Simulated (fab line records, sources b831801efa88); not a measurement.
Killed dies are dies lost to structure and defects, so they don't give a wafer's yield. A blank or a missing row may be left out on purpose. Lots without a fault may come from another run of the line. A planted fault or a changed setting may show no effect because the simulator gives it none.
fab line records | flow sky130
record lots=7 wafers=21 last_day=50
route steps=708 shown METAL3@557
lots that met no fault: from a run of the same line without faults
start_h: hours from the record's first day to the start of the lot's first wafer shown | wait_h: hours since the lot's step before | " the same as in the row above | L1.1+2: a row that stands for several wafers | - no value, or no start given | * or withheld: withheld | < > ~ a bound
route shown NAME@n: a module of which the file shows steps, and the number in the route of the first | usual: mean/standard deviation of fault-free wafers | same: alike in all rows | chamber/n: place in a boat | sites: the reading at each site | _std_site: their standard deviation | _edge_site: outer sites' mean less inner sites' | radius_mm: how far each site lies from the wafer's centre | mask NAME#n: copy n | behind: the tool/chamber that last shaped the wafer | hold: why the lot was held/for how many hours/how that ended | device: the transistor (n, p or np) that didn't switch | end of line: the same wafers' tests at the end of the route | a step without rows: its recipe alone | killed: dies lost to structure and defects at the first sort, not the wafer's yield | map: a wafer's dies, x killed, . not, _ none there
set.NAME: the setting as run; set.NAME@STEP: as run at that earlier step | model.NAME: the simulator's own value behind a step, which no gauge read
lots at some steps of the route; a table a step, a row a wafer
services: from which hour (start_h, from the record's first day; less than 0 if before it) a tool's chamber was out of use, for how many hours, and why
## steps
# step SKY_METAL3_COAT_07
# recipe resist=BARC temp_c=withheld time_s=withheld spin_rpm=3000 resist_thk_nm=60
# step SKY_METAL3_COAT_08
# recipe resist=KrF-thick spin_rpm=3000 resist_thk_nm=1140
# step SKY_METAL3_SOFTBAKE_09
# recipe temp_c=100 time_s=90 resist=KrF-thick
# step SKY_METAL3_EXPOSE_10
# recipe mask_id=MM3 na=0.68 source_shape=annular sigma_inner=0.4 sigma_outer=0.8 target_cd_nm=300 dose_mj=28
# step SKY_METAL3_PEB_11
# recipe peb_temp_c=withheld peb_time_s=withheld resist=KrF-thick
# step SKY_METAL3_DEVELOP_12
# recipe develop_time_s=60 resist=KrF-thick dev_temp_c=21
# step SKY_METAL3_CD_MEAS_13
# recipe target_cd_nm=300
# usual cd_nm=300.5/1.4
# columns lot.wafer tool chamber start_h wait_h cd_nm
L126.4 cd_sem-02 - 949.21 - 300.9
L126.5 " - " " 299.6
L126.6 " - " " 301.6
L129.2 cd_sem-02 - 967.02 - 302.1
L129.4 " - " " 301.5
L129.6 " - " " 300.5
L130.2 cd_sem-02 - 972.20 - 301.3
L130.3 " - " " 302.3
L130.4 " - " " 303.0
L131.1 cd_sem-02 - 977.64 - 299.6
L131.3 " - " " 298.7
L131.6 " - " " 300.2
L139.1 cd_sem-01 - 1035.85 - 299.2
L139.4 " - " " 298.9
L139.6 " - " " 299.1
L140.3 cd_sem-01 - 1042.33 - 302.2
L140.5 " - " " 302.0
L140.6 " - " " 300.5
L141.1 cd_sem-01 - 1049.20 - 299.1
L141.2 " - " " 299.6
L141.3 " - " " 299.6
# step SKY_METAL3_OVL_MEAS_14
# usual METAL3_OVL=-1/4.8
# columns lot.wafer tool chamber start_h wait_h METAL3_OVL[nm]
L126.4 overlay-01 - 949.29 0.1 0
L126.5 " - " " -6
L126.6 " - " " -4
L129.2 overlay-01 - 967.13 0.1 -2
L129.4 " - " " -1
L129.6 " - " " 0
L130.2 overlay-01 - 972.31 0.1 -3
L130.3 " - " " -2
L130.4 " - " " -2
L131.1 overlay-01 - 977.76 0.1 -5
L131.3 " - " " -3
L131.6 " - " " 1
L139.1 overlay-01 - 1035.97 0.1 3
L139.4 " - " " -12
L139.6 " - " " -1
L140.3 overlay-02 - 1042.42 0.1 -2
L140.5 " - " " -16
L140.6 " - " " 0
L141.1 overlay-02 - 1049.32 0.1 -6
L141.2 " - " " 1
L141.3 " - " " 2
# step SKY_METAL3_DESCUM_15
# recipe chemistry=O2 source_power_w=150 bias_power_w=0 pressure_mtorr=10 temp_c=40 time_s=8
# usual drypump_motor_current_A=5.75/0.21 oes_product_au=0.999/0.0083 rf_fwd_power_W=147.6/1
# same bias_power_w=0
# columns lot.wafer tool chamber start_h wait_h drypump_motor_current_A oes_product_au rf_fwd_power_W rf_hours_counter_h
L126.4 rie_metal-01 1 949.32 0.0 5.55 0.992 146.6 -
L126.5 " 1 " " 5.57 0.996 146.5 -
L126.6 " 0 " " 5.90 0.987 148.6 -
L129.2 rie_metal-03 0 967.16 0.0 5.85 1.004 148.2 3
L129.4 " 0 " " 5.86 1.006 148.1 -
L129.6 " 0 " " 5.86 1.007 148.3 -
L130.2 rie_metal-01 0 972.34 0.0 5.89 1.002 148.1 9
L130.3 " 1 " " 5.56 1.002 145.7 -
L130.4 " 0 " " 5.88 0.997 147.6 -
L131.1 rie_metal-04 0 977.80 0.0 5.97 1.009 148.3 3
L131.3 " 1 " " 5.17 0.998 145.1 -
L131.6 " 1 " " 5.16 1.003 146.0 -
L139.1 rie_metal-04 1 1036.01 0.0 5.12 1.007 145.3 0
L139.4 " 0 " " 5.95 1.011 148.5 -
L139.6 " 1 " " 5.14 1.002 146.2 -
L140.3 rie_metal-01 1 1042.46 0.0 5.56 1.000 146.8 -
L140.5 " 0 " " 5.91 0.985 147.4 -
L140.6 " 1 " " 5.58 0.994 146.4 -
L141.1 rie_metal-01 0 1049.36 0.0 5.94 0.994 148.0 14
L141.2 " 1 " " 5.54 1.004 146.5 7
L141.3 " 1 " " 5.51 0.996 145.8 -
# step SKY_METAL3_ETCH_16
# recipe chemistry=N2/H2 target=BARC ion_energy_ev=200 bias_w=100 pressure_mtorr=30 n2_flow_sccm=100 h2_flow_sccm=200 icp_w=500 stop_on=SiO2 time_s=88.2 target_depth_a=600
# usual drypump_motor_current_A=5.76/0.21 oes_product_au=0.626/0.0052 rf_fwd_power_W=497.4/1.5 throttle_valve_pct=13.205/0.0086
# columns lot.wafer tool chamber start_h wait_h drypump_motor_current_A oes_product_au rf_fwd_power_W rf_hours_counter_h throttle_valve_pct
L126.4 rie_metal-01 1 949.37 0.0 5.58 0.614 494.2 - 13.181
L126.5 " 1 " " 5.55 0.618 495.2 - 13.196
L126.6 " 0 " " 5.88 0.623 498.2 - 13.213
L129.2 rie_metal-03 0 967.19 0.0 5.85 0.621 498.3 3 13.208
L129.4 " 0 " " 5.82 0.627 501.1 - 13.198
L129.6 " 0 " " 5.81 0.627 498.5 - 13.189
L130.2 rie_metal-01 0 972.37 0.0 5.90 0.623 496.9 9 13.223
L130.3 " 1 " " 5.61 0.620 497.7 - 13.208
L130.4 " 0 " " 5.91 0.616 499.1 - 13.201
L131.1 rie_metal-04 0 977.83 0.0 5.98 0.626 498.5 3 13.219
L131.3 " 1 " " 5.17 0.619 495.1 - 13.209
L131.6 " 1 " " 5.17 0.625 495.8 - 13.209
L139.1 rie_metal-04 1 1036.04 0.0 5.17 0.629 496.2 0 13.207
L139.4 " 0 " " 5.97 0.627 497.9 - 13.196
L139.6 " 1 " " 5.18 0.638 496.6 - 13.225
L140.3 rie_metal-01 1 1042.51 0.0 5.58 0.623 496.1 - 13.212
L140.5 " 0 " " 5.91 0.623 498.5 - 13.207
L140.6 " 1 " " 5.59 0.631 496.6 - 13.197
L141.1 rie_metal-01 0 1049.39 0.0 5.89 0.626 496.7 14 13.217
L141.2 " 1 " " 5.56 0.623 494.7 7 13.211
L141.3 " 1 " " 5.60 0.621 496.8 - 13.205
# step SKY_METAL3_ETCH_17
# recipe target=SiO2 stop_on=TiN chemistry=C4F8/O2/Ar source_w=1500 bias_w=1200 pressure_mtorr=40 c4f8_flow_sccm=withheld O2_flow_sccm=6 Ar_flow_sccm=300 time_s=3.9 target_depth_a=150
# usual oes_product_au=0.754/0.0073 rf_fwd_power_W=1470/7.6
# columns lot.wafer tool chamber start_h wait_h oes_product_au rf_fwd_power_W
L126.4 rie_diel-02 2 949.44 0.0 0.761 1462
L126.5 " 0 " " 0.753 1471
L126.6 " 3 " " 0.765 1474
L129.2 rie_diel-01 0 967.29 0.1 0.739 1462
L129.4 " 0 " " 0.738 1464
L129.6 " 3 " " 0.754 1478
L130.2 rie_diel-01 0 972.47 0.1 0.745 1460
L130.3 " 2 " " 0.744 1478
L130.4 " 0 " " 0.771 1463
L131.1 rie_diel-02 1 977.93 0.1 0.761 1473
L131.3 " 3 " " 0.760 1476
L131.6 " 3 " " 0.751 1483
L139.1 rie_diel-02 1 1036.14 0.1 0.746 1472
L139.4 " 0 " " 0.751 1458
L139.6 " 2 " " 0.751 1462
L140.3 rie_diel-01 3 1042.58 0.0 0.751 1481
L140.5 " 0 " " 0.754 1456
L140.6 " 1 " " 0.755 1471
L141.1 rie_diel-04 0 1049.49 0.1 0.747 1468
L141.2 " 3 " " 0.746 1465
L141.3 " 1 " " 0.744 1467
# step SKY_METAL3_METAL_ETCH_18
# recipe target_depth_a=8450 stop_on=SiO2 over_etch_frac=0.3 time_s=183.1 chemistry=Cl2/BCl3 resist_sidewall_deg=88 pressure_mtorr=10 icp_w=900 bias_w=48.5 Cl2_flow_sccm=60 bcl3_flow_sccm=30
# usual drypump_motor_current_A=5.7/0.32 oes_product_au=0.867/0.0057 rf_fwd_power_W=896.9/3 throttle_valve_pct=22.264/0.0093
# columns lot.wafer tool chamber start_h wait_h drypump_motor_current_A oes_product_au rf_fwd_power_W rf_hours_counter_h throttle_valve_pct
L126.4 rie_metal-03 0 949.52 0.1 5.9 0.861 895.4 - 22.267
L126.5 " 0 " " 5.9 0.862 894.9 - 22.269
L126.6 " 1 " " 5.8 0.871 897.4 - 22.263
L129.2 rie_metal-04 0 967.31 0.0 6.0 0.860 894.7 3 22.251
L129.4 " 1 " " 5.1 0.866 894.1 - 22.259
L129.6 " 1 " " 5.2 0.866 895.2 - 22.264
L130.2 rie_metal-03 1 972.49 0.0 5.8 0.862 900.2 19 22.252
L130.3 " 1 " " 5.8 0.872 895.5 - 22.280
L130.4 " 0 " " 5.9 0.870 898.2 - 22.264
L131.1 rie_metal-01 1 977.94 0.0 5.6 0.870 898.3 3 22.253
L131.3 " 0 " " 5.9 0.869 899.8 - 22.273
L131.6 " 0 " " 5.9 0.870 896.6 - 22.263
L139.1 rie_metal-01 1 1036.16 0.0 5.5 0.866 896.7 6 22.258
L139.4 " 0 " " 5.9 0.862 896.3 - 22.264
L139.6 " 0 " " 5.9 0.861 891.5 - 22.272
L140.3 rie_metal-03 0 1042.65 0.1 5.8 0.874 897.2 - 22.264
L140.5 " 0 " " 5.8 0.869 895.9 - 22.256
L140.6 " 1 " " 5.8 0.868 902.5 - 22.275
L141.1 rie_metal-04 0 1049.51 0.0 6.0 0.871 900.2 9 22.271
L141.2 " 1 " " 5.2 0.869 900.7 1 22.267
L141.3 " 0 " " 6.0 0.869 899.7 - 22.262
# step SKY_METAL3_STRIP_19
# recipe chemistry=O2/N2 power_w=1400 pressure_mtorr=1500 platen_temp_c=withheld o2_flow_sccm=3000 n2_flow_sccm=300 overash_fraction=0.5
# usual chamber_pressure_mTorr=1500.1/1.2 drypump_motor_current_A=5.4/0.34 oes_product_au=0.501/0.0054 strip_time_to_endpoint_s=6.52/0.071
# columns lot.wafer tool chamber start_h wait_h chamber_pressure_mTorr drypump_motor_current_A oes_product_au rf_hours_counter_h strip_time_to_endpoint_s model.KrF-thick_of_METAL3_COAT_08.thk_nm
L126.4 plasma_asher-04 0 949.67 0.1 1500.2 5.2 0.498 - 6.44 0
L126.5 " 1 " " 1500.0 5.1 0.503 - 6.45 0
L126.6 " 0 " " 1499.3 5.2 0.501 - 6.49 0
L129.2 plasma_asher-04 1 967.49 0.1 - - - - - 519.4
L129.4 " 1 " " - - - - - 527.7
L129.6 " 1 " " - - - - - 524.2
L130.2 plasma_asher-02 1 972.67 0.1 - - - - - 522.5
L130.3 " 1 " " - - - - - 522.3
L130.4 " 0 " " - - - - - 528.2
L131.1 plasma_asher-01 1 978.12 0.1 - - - - - 532.1
L131.3 " 0 " " - - - - - 528.2
L131.6 " 0 " " - - - - - 528.5
L139.1 plasma_asher-04 1 1036.34 0.1 1498.6 5.1 0.503 119 6.57 0
L139.4 " 0 " " 1502.8 5.2 0.508 - 6.63 0
L139.6 " 1 " " 1499.9 5.1 0.507 - 6.64 0
L140.3 plasma_asher-01 0 1042.81 0.1 1499.8 5.2 0.495 - 6.58 0
L140.5 " 0 " " 1498.6 5.2 0.502 - 6.58 0
L140.6 " 1 " " 1499.7 5.4 0.498 - 6.65 0
L141.1 plasma_asher-01 0 1049.69 0.1 1500.4 5.2 0.499 89 6.37 0
L141.2 " 1 " " 1499.7 5.4 0.495 89 6.50 0
L141.3 " 0 " " 1500.6 5.2 0.498 - 6.37 0
# step SKY_METAL3_STRIP_20
# recipe chemistry=post_etch_residue_remover time_s=1200 temp_c=72.5
## services
# columns tool chamber start_h hours kind
rie_diel-02 0 946.22 1.4 repair
rie_diel-02 0 950.05 39.6 repair
rie_diel-01 1 965.56 - clean
rie_diel-01 1 965.56 20.7 scheduled_down
rie_diel-01 1 965.56 20.7 vent_cycle
rie_metal-03 - 987.69 4.4 repair
rie_diel-01 0 991.62 27.4 repair
rie_diel-04 0 998.50 10.6 repair
plasma_asher-02 - 1000.25 0.6 repair
rie_diel-01 3 1011.68 2.8 repair
rie_metal-04 1 1012.88 - clean
rie_metal-04 1 1012.88 19.2 scheduled_down
rie_metal-04 1 1012.88 19.2 vent_cycle
rie_metal-03 1 1013.72 - clean
rie_metal-03 1 1013.72 17.0 scheduled_down
rie_metal-03 1 1013.72 17.0 vent_cycle
rie_diel-02 - 1013.74 1.7 repair
rie_diel-01 1 1024.03 5.1 repair
rie_diel-04 - 1025.67 0.1 repair
rie_diel-04 1 1039.09 7.6 repair
## key
first_sign step=SKY_METAL3_STRIP_19 reading=tool_record direction=missing
effect none on later readings
model_effect step=SKY_METAL3_STRIP_19 value=KrF-thick_of_METAL3_COAT_08.thk_nm without=0 struck=525.9
met_at SKY_METAL3_STRIP_19
struck_wafers L129.2,L129.4,L129.6,L130.2,L130.3,L130.4,L131.1,L131.3,L131.6
later_rows_left_out L129.2,L129.4,L129.6,L130.2,L130.3,L130.4,L131.1,L131.3,L131.6
sort_left_out L129.2,L129.4,L129.6,L130.2,L130.3,L130.4,L131.1,L131.3,L131.6
onset_between 949.67 967.49
fault kind=skipped_step_whole tool=plasma_asher-01,plasma_asher-02,plasma_asher-04 chamber=- onset_h=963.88 steps=SKY_METAL3_STRIP_19 scope=struck_lots_only
# sort_left_out: the simulated sort isn't trusted on such a fault, so these wafers' sort isn't shown, and their yield isn't known
# later_rows_left_out: the simulator's readings of these wafers behind a module that went badly wrong aren't trusted and aren't shown, but for the sort
